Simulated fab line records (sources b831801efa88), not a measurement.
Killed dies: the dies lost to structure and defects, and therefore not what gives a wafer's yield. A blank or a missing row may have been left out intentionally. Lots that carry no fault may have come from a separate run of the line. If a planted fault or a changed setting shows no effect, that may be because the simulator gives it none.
fab line records    flow gf180mcu
record lots=13  wafers=39  lastDay=34
route steps=602 shown NWELL@53 LVPWELL@62 PSD@256 M1@329
lots with no fault: from the same line, run without faults
startH: hours from the record's opening day to when the first of the lot's shown wafers began    waitH: time in hours since the lot's previous step    " repeats the value in the row above    L1.1+2: one row covering several wafers at once    - value missing, or start not given    * or withheld: withheld    < > ~ a bound
route shown NAME@n: NAME is a module with steps in the file, n the number in the route of the first one    usual: average and standard deviation across the fault-free wafers    same: alike in all rows    chamber/n: place in a boat    sites: each site's reading    _std_site: how widely they spread, as a standard deviation    _edge_site: mean of outer sites minus mean of inner sites    radiusMm: for every site, how far away it sits from the centre of the wafer    mask NAME#n: copy n    behind: the tool/chamber that last shaped the wafer    hold: why the lot went on hold/how many hours it stayed there/how the hold came to an end    device: whichever transistor did not switch (one of n, p or np)    end of line: at the end of the route, the tests of the same wafers    a step without rows: its recipe alone    killed: not the wafer's yield, but the dies lost to structure and defects at the first sort    map: the dies of a wafer, with x for killed, . for not killed, _ for no die there
set.NAME: setting as actually run; set.NAME@STEP: the setting as run at that earlier step    model.NAME: the simulator's own value behind a step, which no gauge read
route steps across a sampled set of lots; one table per step, one row per wafer
services: from which hour (startH, from the record's first day; less than 0 if before it) a tool's chamber was out of use, for how many hours, and why
## steps
# step GF_NWELL_TW_MEAS_11
# usual NWELL_TW=1568/21
lot.wafer  tool          chamber  startH  waitH  NWELL_TW
L354.2     filmMetro-03  -        57.25   0.1    1558
L354.4     "             -        "       "      1545
L354.6     "             -        "       "      1552
L355.4     filmMetro-03  -        61.22   0.1    1542
L355.5     "             -        "       "      1547
L355.6     "             -        "       "      1542
L356.1     filmMetro-01  -        66.50   0.1    1582
L356.2     "             -        "       "      1591
L356.6     "             -        "       "      1585
L357.4     filmMetro-04  -        78.33   0.1    1585
L357.5     "             -        "       "      1583
L357.6     "             -        "       "      1597
L358.1     filmMetro-01  -        81.39   0.1    1580
L358.2     "             -        "       "      1576
L358.3     "             -        "       "      1575
L360.2     filmMetro-01  -        92.05   0.1    1588
L360.4     "             -        "       "      1575
L360.6     "             -        "       "      1577
L361.1     filmMetro-01  -        97.24   0.1    1585
L361.3     "             -        "       "      1586
L361.5     "             -        "       "      1593
L362.1     filmMetro-03  -        100.75  0.1    1542
L362.2     "             -        "       "      1540
L362.4     "             -        "       "      1536
L364.1     filmMetro-04  -        111.30  0.1    1580
L364.4     "             -        "       "      1588
L364.6     "             -        "       "      1586
L366.1     filmMetro-01  -        119.54  0.1    1585
L366.2     "             -        "       "      1574
L366.5     "             -        "       "      1570
L371.2     filmMetro-01  -        150.00  0.1    1588
L371.3     "             -        "       "      1589
L371.6     "             -        "       "      1598
L372.2     filmMetro-03  -        154.60  0.1    1542
L372.5     "             -        "       "      1544
L372.6     "             -        "       "      1539
L376.2     filmMetro-03  -        175.30  0.1    1543
L376.3     "             -        "       "      1552
L376.5     "             -        "       "      1546
# step GF_LVPWELL_IMPLANT_08
# recipe species=B  energyKev=170  doseCm2=1.5e+13  tiltDeg=0
lot.wafer   tool          chamber  startH  waitH
L354.2+4+6  implanter-02  0        70.37   0.0
L355.4+5+6  implanter-02  0        74.12   0.1
L356.1+2+6  implanter-03  0        79.45   0.0
L357.4+5+6  implanter-02  0        91.57   0.1
L358.1+2+3  implanter-03  0        94.49   0.0
L360.2+4+6  implanter-04  0        106.47  0.0
L361.1+3+5  implanter-03  0        110.69  0.0
L362.1+2+4  implanter-04  0        115.24  0.0
L364.1+4+6  implanter-02  0        125.94  0.0
L366.1+2+5  implanter-02  0        134.34  0.0
L371.2+3+6  implanter-04  0        165.37  0.0
L372.2+5+6  implanter-03  0        170.22  0.0
L376.2+3+5  implanter-03  0        191.52  0.0
# step GF_VT_IMPLANT_RS_MEAS_48
# recipe thkMeasGauge=four-point-probe
# usual LVPWELL_RS=1198/4.1
lot.wafer  tool          chamber  startH  waitH  LVPWELL_RS[ohm/sq]
L354.2     filmMetro-03  -        160.76  0.1    1190
L354.4     "             -        "       "      1192
L354.6     "             -        "       "      1192
L355.4     filmMetro-01  -        164.15  0.1    1198
L355.5     "             -        "       "      1198
L355.6     "             -        "       "      1199
L356.1     filmMetro-04  -        170.44  0.1    1197
L356.2     "             -        "       "      1201
L356.6     "             -        "       "      1199
L357.4     filmMetro-04  -        185.55  0.1    1201
L357.5     "             -        "       "      1201
L357.6     "             -        "       "      1202
L358.1     filmMetro-03  -        188.84  0.1    1192
L358.2     "             -        "       "      1197
L358.3     "             -        "       "      1194
L360.2     filmMetro-01  -        203.56  0.1    1198
L360.4     "             -        "       "      1196
L360.6     "             -        "       "      1196
L361.1     filmMetro-03  -        207.39  0.1    1192
L361.3     "             -        "       "      1194
L361.5     "             -        "       "      1195
L362.1     filmMetro-01  -        213.59  0.1    1201
L362.2     "             -        "       "      1202
L362.4     "             -        "       "      1202
L364.1     filmMetro-03  -        224.09  0.1    1201
L364.4     "             -        "       "      1198
L364.6     "             -        "       "      1199
L366.1     filmMetro-01  -        235.14  0.1    1222
L366.2     "             -        "       "      1218
L366.5     "             -        "       "      1223
L371.2     filmMetro-03  -        273.30  0.1    1196
L371.3     "             -        "       "      1197
L371.6     "             -        "       "      1199
L372.2     filmMetro-03  -        279.55  0.1    1195
L372.5     "             -        "       "      1196
L372.6     "             -        "       "      1196
L376.2     filmMetro-01  -        303.91  0.1    1202
L376.3     "             -        "       "      1202
L376.5     "             -        "       "      1201
# step GF_PSD_OVL_MEAS_08
# usual PSD_OVL=-0.9/1.3
lot.wafer  tool        chamber  startH  waitH  PSD_OVL[nm]
L354.2     overlay-02  -        318.63  0.1    -2.3
L354.4     "           -        "       "      -2.0
L354.6     "           -        "       "      -2.8
L355.4     overlay-02  -        321.64  0.1    -0.9
L355.5     "           -        "       "      -0.9
L355.6     "           -        "       "      -0.1
L356.1     overlay-02  -        334.92  0.1    2.0
L356.2     "           -        "       "      -1.6
L356.6     "           -        "       "      1.4
L357.4     overlay-02  -        350.49  0.1    0.3
L357.5     "           -        "       "      0.7
L357.6     "           -        "       "      -1.5
L358.1     overlay-01  -        356.27  0.1    -1.7
L358.2     "           -        "       "      1.1
L358.3     "           -        "       "      -0.8
L360.2     overlay-01  -        371.03  0.1    0.4
L360.4     "           -        "       "      0.1
L360.6     "           -        "       "      -1.7
L361.1     overlay-02  -        378.77  0.1    -2.9
L361.3     "           -        "       "      -1.7
L361.5     "           -        "       "      -1.5
L362.1     overlay-02  -        385.33  0.1    -1.0
L362.2     "           -        "       "      -2.3
L362.4     "           -        "       "      -2.3
L364.1     overlay-02  -        401.37  0.1    -0.5
L364.4     "           -        "       "      -1.3
L364.6     "           -        "       "      -0.1
L366.1     overlay-02  -        419.77  0.1    -2.2
L366.2     "           -        "       "      -1.6
L366.5     "           -        "       "      -2.5
L371.2     overlay-02  -        461.28  0.1    -1.0
L371.3     "           -        "       "      0.0
L371.6     "           -        "       "      -0.3
L372.2     overlay-01  -        473.43  0.1    -1.5
L372.5     "           -        "       "      0.8
L372.6     "           -        "       "      -0.2
L376.2     overlay-02  -        498.83  0.1    1.7
L376.3     "           -        "       "      -1.3
L376.5     "           -        "       "      -0.2
# step GF_M1_CD_MEAS_14
# recipe targetCdNm=230
# usual cdNm=230.1/1.2
lot.wafer  tool      chamber  startH  waitH  cdNm
L354.2     cdSem-02  -        388.32  0.1    229.9
L354.4     "         -        "       "      230.2
L354.6     "         -        "       "      228.4
L355.4     cdSem-02  -        389.96  0.1    229.9
L355.5     "         -        "       "      230.5
L355.6     "         -        "       "      230.2
L356.1     cdSem-02  -        404.95  0.1    229.7
L356.2     "         -        "       "      229.5
L356.6     "         -        "       "      228.3
L357.4     cdSem-01  -        422.76  0.1    228.3
L357.5     "         -        "       "      227.0
L357.6     "         -        "       "      228.8
L358.1     cdSem-01  -        429.40  0.1    231.4
L358.2     "         -        "       "      231.9
L358.3     "         -        "       "      232.0
L360.2     cdSem-01  -        444.32  0.1    230.4
L360.4     "         -        "       "      231.0
L360.6     "         -        "       "      231.3
L361.1     cdSem-02  -        452.85  0.1    231.1
L361.3     "         -        "       "      230.7
L361.5     "         -        "       "      231.2
L362.1     cdSem-02  -        460.55  0.1    230.4
L362.2     "         -        "       "      231.3
L362.4     "         -        "       "      229.0
L364.1     cdSem-01  -        477.40  0.1    230.2
L364.4     "         -        "       "      230.2
L364.6     "         -        "       "      231.2
L366.1     cdSem-02  -        498.10  0.1    231.8
L366.2     "         -        "       "      232.8
L366.5     "         -        "       "      232.0
L371.2     cdSem-01  -        535.17  0.1    228.8
L371.3     "         -        "       "      229.1
L371.6     "         -        "       "      228.2
L372.2     cdSem-02  -        547.32  0.1    231.5
L372.5     "         -        "       "      232.6
L372.6     "         -        "       "      231.7
L376.2     cdSem-02  -        569.67  0.1    231.4
L376.3     "         -        "       "      231.2
L376.5     "         -        "       "      228.9
## services
tool          chamber  startH  hours  kind
implanter-04  -        62.65   2.7    pm
implanter-04  -        120.57  10.9   repair
implanter-03  -        184.39  4.2    pm
implanter-04  -        186.31  5.4    pm
## key
firstSign step=GF_VT_IMPLANT_RS_MEAS_48  reading=LVPWELL_RS  direction=up  sigmas=5.6  usual=1198  struck=1221
effect none on later readings
metAt GF_LVPWELL_IMPLANT_08
struckLots L366
testerLeftOut L366
notActingAt GF_NWELL_TW_MEAS_11,GF_PSD_OVL_MEAS_08,GF_M1_CD_MEAS_14
onsetBetween 125.94 134.34
fault kind=processParameterDrift  tool=implanter-02  chamber=-  onsetH=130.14  steps=GF_LVPWELL_IMPLANT_08  channel=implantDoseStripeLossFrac  offset=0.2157  shape=step  endH=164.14
# testerLeftOut: of these lots the tester's yield and bins aren't shown, on N5 and GAA mostly nor the transistor test; their killed dies are dies lost to structure and defects alone, not to doping, threshold or leakage, so they don't give the yield
